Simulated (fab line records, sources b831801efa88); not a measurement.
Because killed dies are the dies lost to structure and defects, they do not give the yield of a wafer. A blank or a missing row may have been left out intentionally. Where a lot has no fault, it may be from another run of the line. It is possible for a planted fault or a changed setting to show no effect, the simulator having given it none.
One fault seen from 2 desks / flow gf180mcu / each desk holds nothing but its own numbers, with what lay behind them at the end

THE METROLOGY DESK
What the gauges read, lot by lot, whatever tool the lot ran on: means of the sampled wafers that have a number. A lot is out of limits, marked OUT, if its mean lies more than 4 standard deviations from the usual mean; the brackets give that distance.
Columns: A = NWELL_TW at GF_NWELL_TW_MEAS_11, usual 1575; B = VT_IMPLANT_TW at GF_VT_IMPLANT_TW_MEAS_10, usual 565; C = HV_LDD_2_TW at GF_HV_LDD_TW_MEAS_23, usual 1054
lot=L106; first seen here=day 3 10:39; A=1559; B=568; C=1056
lot=L107; first seen here=day 3 13:22; A=1565; B=570; C=1046
lot=L108; first seen here=day 3 18:40; A=1561; B=571; C=1057
lot=L109; first seen here=day 3 22:48; A=1562; B=571; C=1070
lot=L110; first seen here=day 4 06:15; A=1596; B=559; C=1048
lot=L111; first seen here=day 4 10:44; A=1572; B=557; C=1045
lot=L112; first seen here=day 4 15:52; A=1598; B=561; C=1045
lot=L113; first seen here=day 4 23:52; A=1588; B=560; C=1051
lot=L114; first seen here=day 5 04:17; A=1570; B=571; C=1051
lot=L115; first seen here=day 5 13:27; A=1591; B=571; C=1050
lot=L116; first seen here=day 5 17:46; A=1591; B=568; C=1050
lot=L117; first seen here=day 5 21:55; A=1589; B=564; C=1060
lot=L121; first seen here=day 6 21:19; A=1570; B=30 (-97) OUT; C=-
lot=L123; first seen here=day 7 07:22; A=1568; B=30 (-97) OUT; C=-
This desk's result: L121, L123 out of limits, first on L121 (VT_IMPLANT_TW at GF_VT_IMPLANT_TW_MEAS_10), day 9 16:40. L106, L107, L108, L109, L110, L111, L112, L113, L114, L115, L116, L117 stayed within limits.

THE TOOL OWNER'S DESK: litho_track-02
The tool's own readings at GF_VT_IMPLANT_DEVELOP_06 (develop time 60 s): means of the sampled wafers that have a number, for each lot that ran on this tool. A lot is out of limits, marked OUT, if its mean lies more than 4 standard deviations from the usual mean; the brackets give that distance.
Columns: A = chill_plate_temp_C at GF_VT_IMPLANT_DEVELOP_06, usual 23.00 C
lot=L107; first seen here=day 5 20:38; A=23.13
lot=L113; first seen here=day 7 12:35; A=22.89
lot=L116; first seen here=day 8 06:47; A=22.99
lot=L117; first seen here=day 8 14:46; A=22.94
lot=L121; first seen here=day 9 16:14; A=22.97
lot=L123; first seen here=day 10 03:59; A=22.90
This desk's verdict: no lot among the 6 shows anything out of limits.

ALL TOGETHER
L121, L123 would have let the metrology desk raise an alarm at day 9 16:40.
The tool owner's desk saw nothing out of limits.
On record at the tool owner's desk: L121, L123, within its limits.
Every lot named ran GF_VT_IMPLANT_DEVELOP_06 on litho_track-02.

WHAT THE SIMULATOR HAD INSERTED
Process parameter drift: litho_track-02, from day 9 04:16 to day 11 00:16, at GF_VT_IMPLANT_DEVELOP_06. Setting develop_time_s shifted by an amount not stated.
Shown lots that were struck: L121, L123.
Hours from the fault's start to each desk's first reading out of limits: the metrology desk, 12.
